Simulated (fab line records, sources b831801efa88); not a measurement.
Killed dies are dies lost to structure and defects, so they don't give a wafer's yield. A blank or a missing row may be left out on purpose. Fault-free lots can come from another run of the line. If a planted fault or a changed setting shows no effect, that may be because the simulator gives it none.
Commonality check across tools || flow gf180mcu || 11 lots, 33 wafers sampled

WHY THIS WAS OPENED
At GF_M2_CD_MEAS_14 the reading cd_nm is flagged on 2 of 11 lots. Wafers without a fault read 279.7 nm, standard deviation 1.1.
Rule: a lot is flagged when every wafer of it that has a number lies more than 4 standard deviations from that mean, or none has a number. All remaining lots are regarded as sound.

{"lot": "L510", "measured": "day 19 05:27", "on": "cd_sem-01", "cd_nm (nm), wafer by wafer": "280.5 280.5 280.6", "flag": ""}
{"lot": "L512", "measured": "day 20 02:46", "on": "cd_sem-01", "cd_nm (nm), wafer by wafer": "278.8 278.5 278.8", "flag": ""}
{"lot": "L513", "measured": "day 20 14:09", "on": "cd_sem-01", "cd_nm (nm), wafer by wafer": "278.6 279.7 279.0", "flag": ""}
{"lot": "L515", "measured": "day 21 04:58", "on": "cd_sem-02", "cd_nm (nm), wafer by wafer": "279.3 279.2 279.0", "flag": ""}
{"lot": "L516", "measured": "day 21 19:04", "on": "cd_sem-01", "cd_nm (nm), wafer by wafer": "278.5 278.8 277.0", "flag": ""}
{"lot": "L517", "measured": "day 22 00:22", "on": "cd_sem-02", "cd_nm (nm), wafer by wafer": "279.9 279.0 280.3", "flag": ""}
{"lot": "L518", "measured": "day 22 05:52", "on": "cd_sem-01", "cd_nm (nm), wafer by wafer": "279.5 279.6 279.1", "flag": ""}
{"lot": "L520", "measured": "day 23 04:00", "on": "cd_sem-02", "cd_nm (nm), wafer by wafer": "280.5 279.2 280.3", "flag": ""}
{"lot": "L524", "measured": "day 24 07:07", "on": "cd_sem-02", "cd_nm (nm), wafer by wafer": "247.1 265.0 264.8", "flag": "FLAGGED"}
{"lot": "L525", "measured": "day 24 15:25", "on": "cd_sem-01", "cd_nm (nm), wafer by wafer": "273.3 267.1 238.5", "flag": "FLAGGED"}
{"lot": "L533", "measured": "day 27 08:43", "on": "cd_sem-01", "cd_nm (nm), wafer by wafer": "279.7 280.3 280.3", "flag": ""}
Average over the flagged lots: 259.3 nm; offset from the usual -20.4 nm, equal to -19 standard deviations.

LOT BY LOT: THE TOOL USED
The record holds 3 process steps before the reading, out of a route of 602 steps. Read each cell as the tool, then ch plus the chambers that the sampled wafers visited, then the start.
{"lot": "L510", "flag": "", "GF_CONTACT_ETCH_16": "rie_diel-02 ch 0,2,3, day 16 03:52", "GF_V1_SPUTTER_21": "pvd_sputter-02, day 18 05:13", "GF_M2_EXPOSE_11": "krf_scanner-02 ch 0, day 18 18:24"}
{"lot": "L512", "flag": "", "GF_CONTACT_ETCH_16": "rie_diel-01 ch 0,2,3, day 16 23:04", "GF_V1_SPUTTER_21": "pvd_sputter-02, day 19 01:35", "GF_M2_EXPOSE_11": "krf_scanner-02 ch 0, day 19 15:02"}
{"lot": "L513", "flag": "", "GF_CONTACT_ETCH_16": "rie_diel-01 ch 0,1,2, day 17 10:16", "GF_V1_SPUTTER_21": "pvd_sputter-02, day 19 13:00", "GF_M2_EXPOSE_11": "krf_scanner-01 ch 0, day 20 02:10"}
{"lot": "L515", "flag": "", "GF_CONTACT_ETCH_16": "rie_diel-02 ch 1,3, day 17 22:55", "GF_V1_SPUTTER_21": "pvd_sputter-03, day 20 03:47", "GF_M2_EXPOSE_11": "krf_scanner-01 ch 0, day 20 17:16"}
{"lot": "L516", "flag": "", "GF_CONTACT_ETCH_16": "rie_diel-02 ch 0,1,3, day 18 14:01", "GF_V1_SPUTTER_21": "pvd_sputter-01, day 20 18:32", "GF_M2_EXPOSE_11": "krf_scanner-01 ch 0, day 21 06:55"}
{"lot": "L517", "flag": "", "GF_CONTACT_ETCH_16": "rie_diel-01 ch 0,1,3, day 18 19:31", "GF_V1_SPUTTER_21": "pvd_sputter-03, day 20 23:09", "GF_M2_EXPOSE_11": "krf_scanner-02 ch 0, day 21 12:01"}
{"lot": "L518", "flag": "", "GF_CONTACT_ETCH_16": "rie_diel-01 ch 0,3, day 18 23:08", "GF_V1_SPUTTER_21": "pvd_sputter-03, day 21 04:28", "GF_M2_EXPOSE_11": "krf_scanner-02 ch 0, day 21 17:58"}
{"lot": "L520", "flag": "", "GF_CONTACT_ETCH_16": "rie_diel-01 ch 0,2,3, day 19 23:55", "GF_V1_SPUTTER_21": "pvd_sputter-01, day 22 03:44", "GF_M2_EXPOSE_11": "krf_scanner-02 ch 0, day 22 16:31"}
{"lot": "L524", "flag": "FLAGGED", "GF_CONTACT_ETCH_16": "rie_diel-03 ch 0,1,2, day 21 06:06", "GF_V1_SPUTTER_21": "pvd_sputter-03, day 23 08:28", "GF_M2_EXPOSE_11": "krf_scanner-01 ch 0, day 23 20:26"}
{"lot": "L525", "flag": "FLAGGED", "GF_CONTACT_ETCH_16": "rie_diel-03 ch 0,1,3, day 21 14:37", "GF_V1_SPUTTER_21": "pvd_sputter-01, day 23 16:23", "GF_M2_EXPOSE_11": "krf_scanner-01 ch 0, day 24 04:24"}
{"lot": "L533", "flag": "", "GF_CONTACT_ETCH_16": "rie_diel-03 ch 0,2,3, day 24 12:03", "GF_V1_SPUTTER_21": "pvd_sputter-02, day 26 11:21", "GF_M2_EXPOSE_11": "krf_scanner-02 ch 0, day 26 23:07"}
These steps, and what they do:
- GF_CONTACT_ETCH_16: etches BARC in N2/H2.
- GF_V1_SPUTTER_21: material Ti, target thk 15 nm, time 80.02 s.
- GF_M2_EXPOSE_11: exposes mask Metal2, target cd 280 nm.
- GF_M2_CD_MEAS_14: target cd 280 nm.

FLAGGED AGAINST TOTAL, ONE TOOL AT A TIME (gauges that did the reading follow at the end)
{"step": "GF_CONTACT_ETCH_16", "tool": "rie_diel-01", "lots run": 5, "flagged": 0, "share of the flagged lots": "none", "sound lots run after its first flagged lot": "-"}
{"step": "GF_CONTACT_ETCH_16", "tool": "rie_diel-02", "lots run": 3, "flagged": 0, "share of the flagged lots": "none", "sound lots run after its first flagged lot": "-"}
{"step": "GF_CONTACT_ETCH_16", "tool": "rie_diel-03", "lots run": 3, "flagged": 2, "share of the flagged lots": "all", "sound lots run after its first flagged lot": "1 (L533)"}
{"step": "GF_V1_SPUTTER_21", "tool": "pvd_sputter-01", "lots run": 3, "flagged": 1, "share of the flagged lots": "some", "sound lots run after its first flagged lot": 0}
{"step": "GF_V1_SPUTTER_21", "tool": "pvd_sputter-02", "lots run": 4, "flagged": 0, "share of the flagged lots": "none", "sound lots run after its first flagged lot": "-"}
{"step": "GF_V1_SPUTTER_21", "tool": "pvd_sputter-03", "lots run": 4, "flagged": 1, "share of the flagged lots": "some", "sound lots run after its first flagged lot": 0}
{"step": "GF_M2_EXPOSE_11", "tool": "krf_scanner-01", "lots run": 5, "flagged": 2, "share of the flagged lots": "all", "sound lots run after its first flagged lot": 0}
{"step": "GF_M2_EXPOSE_11", "tool": "krf_scanner-02", "lots run": 6, "flagged": 0, "share of the flagged lots": "none", "sound lots run after its first flagged lot": "-"}
{"step": "GF_M2_CD_MEAS_14", "tool": "cd_sem-01", "lots run": 7, "flagged": 1, "share of the flagged lots": "some", "sound lots run after its first flagged lot": "1 (L533)"}
{"step": "GF_M2_CD_MEAS_14", "tool": "cd_sem-02", "lots run": 4, "flagged": 1, "share of the flagged lots": "some", "sound lots run after its first flagged lot": 0}

THE TABLE: WHAT IT ALLOWS
Table rows that saw every flagged lot: 2, namely rie_diel-03 at GF_CONTACT_ETCH_16 and krf_scanner-01 at GF_M2_EXPOSE_11.
- rie_diel-03 at GF_CONTACT_ETCH_16 ran 3 lots, 2 of them flagged. Sound lots followed the first flagged one (L533) on it, something a lasting fault affecting the whole tool could not allow.
- krf_scanner-01 at GF_M2_EXPOSE_11 ran 5 lots, 2 of them flagged. Last sound lot L516 at day 21 06:55, first flagged lot L524 at day 23 20:26; a fault beginning in between fits.
Just one tool remains: krf_scanner-01 at GF_M2_EXPOSE_11.

WHAT THE SIMULATOR PUT IN
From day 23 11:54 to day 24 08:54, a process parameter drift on krf_scanner-01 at GF_M2_EXPOSE_11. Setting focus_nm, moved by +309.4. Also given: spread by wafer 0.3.
Shown lots that were struck: L524, L525. The rule above found the same.
